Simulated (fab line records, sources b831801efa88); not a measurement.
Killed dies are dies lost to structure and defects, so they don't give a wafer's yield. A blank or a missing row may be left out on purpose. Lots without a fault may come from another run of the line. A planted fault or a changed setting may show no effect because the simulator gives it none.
A struck lot beside a sound one | flow sky130 | 43 steps out of a route of 708
Sound: wafers L125.2, L125.3, L125.5. Struck: wafers L140.4, L140.5. (L140.2 of the same lot was not struck and is left out.) The cause comes at the end.
At each step with rows: each side's tool, then ch and its chambers, then its first start. Under that, the readings that differ: sound wafers | struck wafers | difference of the means | sigmas: that difference in standard deviations of wafers without a fault.
alike: readings whose means differ by less than 2 such deviations, and words and numbers that are the same on both sides. not compared: withheld readings, readings that some wafer has no value for, bounds like >300 that may hide the same value, and numbers for which the record gives no deviation and whose values overlap.
The two part at a step that has a row with sigmas, a row that says differs or no value, or rows on one side only. Numbers that don't overlap but have no deviation are shown without sigmas and don't part them. A reading that every wafer of one side lacks parts them only if that side has two wafers or more.

SKY_VIA4_OVL_MEAS_11:
  sound on overlay-02, day 45 01:07; struck on overlay-02, day 48 13:49
  alike: VIA4_OVL
SKY_VIA4_ETCH_12: etches SiO2 in C4F8/O2/Ar, stops on TiN, target depth 580 nm.
  sound on rie_diel-03 ch 0,1,2, day 45 01:09; struck on rie_diel-01 ch 2, day 48 13:50
  alike: oes_product_au
then, 4 steps without rows for these wafers: SKY_VIA4_STRIP_13 (strips in O2/N2); SKY_VIA4_STRIP_14 (strips in post etch residue remover, time 1200 s); SKY_VIA4_CLEAN_15 (cleans in IPA, time 180 s); SKY_VIA4_CLEAN_16 (cleans in O3/DIW).
SKY_VIA4_SPUTTER_17: material TiN, target thk 20 nm, time 80 s.
  sound on pvd_sputter-01, day 45 01:51; struck on pvd_sputter-01, day 48 14:30
  alike: throttle_valve_pct
then, 1 step without rows for these wafers: SKY_VIA4_CVD_18 (deposits W, target thk 505 nm, time 152.14 s).
SKY_VIA4_RS_MEAS_19: measures by four-point-probe.
  sound on film_metro-04, day 45 02:05; struck on film_metro-04, day 48 14:44
  alike: VIA4_W_RS
SKY_VIA4_THK_MEAS_20: measures by xrf.
  sound on film_metro-04, day 45 02:11; struck on film_metro-04, day 48 14:51
  alike: VIA4_W_THK
then, 2 steps without rows for these wafers: SKY_VIA4_CMP_21 (polishes, stops on SiO2, t overpolish 25 s, target thk 0 nm); SKY_METAL5_SPUTTER_00 (material Ti, target thk 15 nm, time 10 s).
SKY_METAL5_SPUTTER_01: material TiN, target thk 20 nm, time 16.48 s.
  sound on pvd_sputter-04, day 45 02:34; struck on pvd_sputter-02, day 48 15:13
  alike: throttle_valve_pct
then, 1 step without rows for these wafers: SKY_METAL5_SPUTTER_02 (material AlCu, target thk 1150 nm, time 61.2 s).
SKY_METAL5_SPUTTER_03: material Ti, target thk 5 nm, time 3.3 s.
  sound on pvd_sputter-04, day 45 02:38; struck on pvd_sputter-02, day 48 15:18
  alike: throttle_valve_pct
SKY_METAL5_SPUTTER_04: material TiN, target thk 70 nm, time 58.3 s.
  sound on pvd_sputter-04, day 45 02:40; struck on pvd_sputter-02, day 48 15:19
  alike: throttle_valve_pct
SKY_METAL5_RS_MEAS_05: measures by four-point-probe.
  sound on film_metro-02, day 45 02:44; struck on film_metro-03, day 48 15:23
  alike: METAL5_ALCU_RS
SKY_METAL5_THK_MEAS_06: measures by xrf.
  sound on film_metro-02, day 45 02:50; struck on film_metro-03, day 48 15:29
  alike: METAL5_ALCU_THK
then, 9 steps without rows for these wafers: SKY_METAL5_DEHYDRATE_07 (time 60 s); SKY_METAL5_HMDS_08 (prime time 60 s); SKY_METAL5_COAT_09 (resist thk 1800 nm); SKY_METAL5_SOFTBAKE_10 (time 60 s); SKY_METAL5_EXPOSE_11 (exposes mask MM5, target cd 1600 nm); SKY_METAL5_PEB_12; SKY_METAL5_DEVELOP_13 (develop time 60 s); SKY_METAL5_DESCUM_14 (chemistry O2, time 11 s); SKY_METAL5_METAL_ETCH_15 (etches the open film in Cl2/BCl3, stops on SiO2, target depth 1260 nm, time 252 s).
SKY_METAL5_STRIP_16: strips in O2/N2.
  sound on plasma_asher-01 ch 0,1, day 46 01:17; struck on plasma_asher-02 ch 0, day 49 10:22
  alike: drypump_motor_current_A, n2_flow_sccm, oes_product_au, strip_time_to_endpoint_s
  not compared: rf_hours_counter_h
then, 4 steps without rows for these wafers: SKY_METAL5_STRIP_17 (strips in post etch residue remover, time 1200 s); SKY_METAL5_CLEAN_18 (cleans in IPA, time 180 s); SKY_METAL5_CLEAN_19 (cleans in O3/DIW); SKY_PASSIVATION_CVD_00 (deposits SiO2, target thk 90 nm).
SKY_PASSIVATION_THK_MEAS_01:
  sound on film_metro-01, day 46 01:55; struck on film_metro-04, day 49 11:00
  reading                     | sound          | struck    | difference | sigmas
  PASSIVATION_CVD_00_THK (nm) | 88.0 87.3 89.1 | 92.1 90.4 | +3.1       | +3
then, 1 step without rows for these wafers: SKY_PASSIVATION_CVD_02 (deposits Si3N4, target thk 540 nm).
SKY_PASSIVATION_THK_MEAS_03:
  sound on film_metro-01, day 46 02:12; struck on film_metro-01, day 49 11:17
  reading                     | sound       | struck  | difference | sigmas
  PASSIVATION_CVD_02_THK (nm) | 536 529 535 | 557 556 | +23        | +3
then, 7 steps without rows for these wafers: SKY_PASSIVATION_DEHYDRATE_04 (time 60 s); SKY_PASSIVATION_HMDS_05 (prime time 60 s); SKY_PASSIVATION_COAT_06 (resist thk 3000 nm); SKY_PASSIVATION_SOFTBAKE_07; SKY_PASSIVATION_EXPOSE_08 (exposes mask NSM, target cd 3000 nm); SKY_PASSIVATION_PEB_09; SKY_PASSIVATION_DEVELOP_10 (develop time 60 s).
SKY_PAD_OPEN_PROBE_99:
  sound on prober-02, day 47 23:23; struck on prober-01, day 51 00:44
  reading                               | sound             | struck      | difference | sigmas
  defect_limited_yield (%)              | 81.1 85.8 78.3    | 73.4 70.7   | -9.7       | -5
  killed_at_M4_up                       | 4 2 1             | 66 67       | +64        | +31
  killed_dies                           | 93 70 107         | 131 144     | +48        | +5
  sort_bin_3_pad_short (%)              | 0.4 0.8 1.2       | 3.7 2.8     | +2.5       | +5
  sort_bin_5_function (%)               | 12.2 8.7 12.4     | 16.5 18.1   | +6.2       | +4
  sort_n_pass                           | 399 422 385       | 361 348     | -48        | -5
  sort_yield_pct (%)                    | 81.1 85.8 78.3    | 73.4 70.7   | -9.7       | -5
  model.etest.tester.sort_n_pass        | 399 422 385       | 361 348     | -48        |
  model.etest.tester.sort_yield_pct (%) | 81.1 85.77 78.25  | 73.37 70.73 | -9.66      |
  model.etest.tester.sort_bin_5_pct (%) | 12.2 8.74 12.4    | 16.46 18.09 | +6.16      |
  model.etest.tester.sort_bin_3_pct (%) | 0.4065 0.813 1.22 | 3.659 2.846 | +2.439     |
  alike: killed_at_M0_to_M3, killed_at_contacts, killed_at_front_end, killed_at_other, killed_open, killed_short, sort_bin_6_memory

WHERE THEY PART
First at SKY_PASSIVATION_THK_MEAS_01; last, within this record, at SKY_PAD_OPEN_PROBE_99.

WHY: what the simulator had put in
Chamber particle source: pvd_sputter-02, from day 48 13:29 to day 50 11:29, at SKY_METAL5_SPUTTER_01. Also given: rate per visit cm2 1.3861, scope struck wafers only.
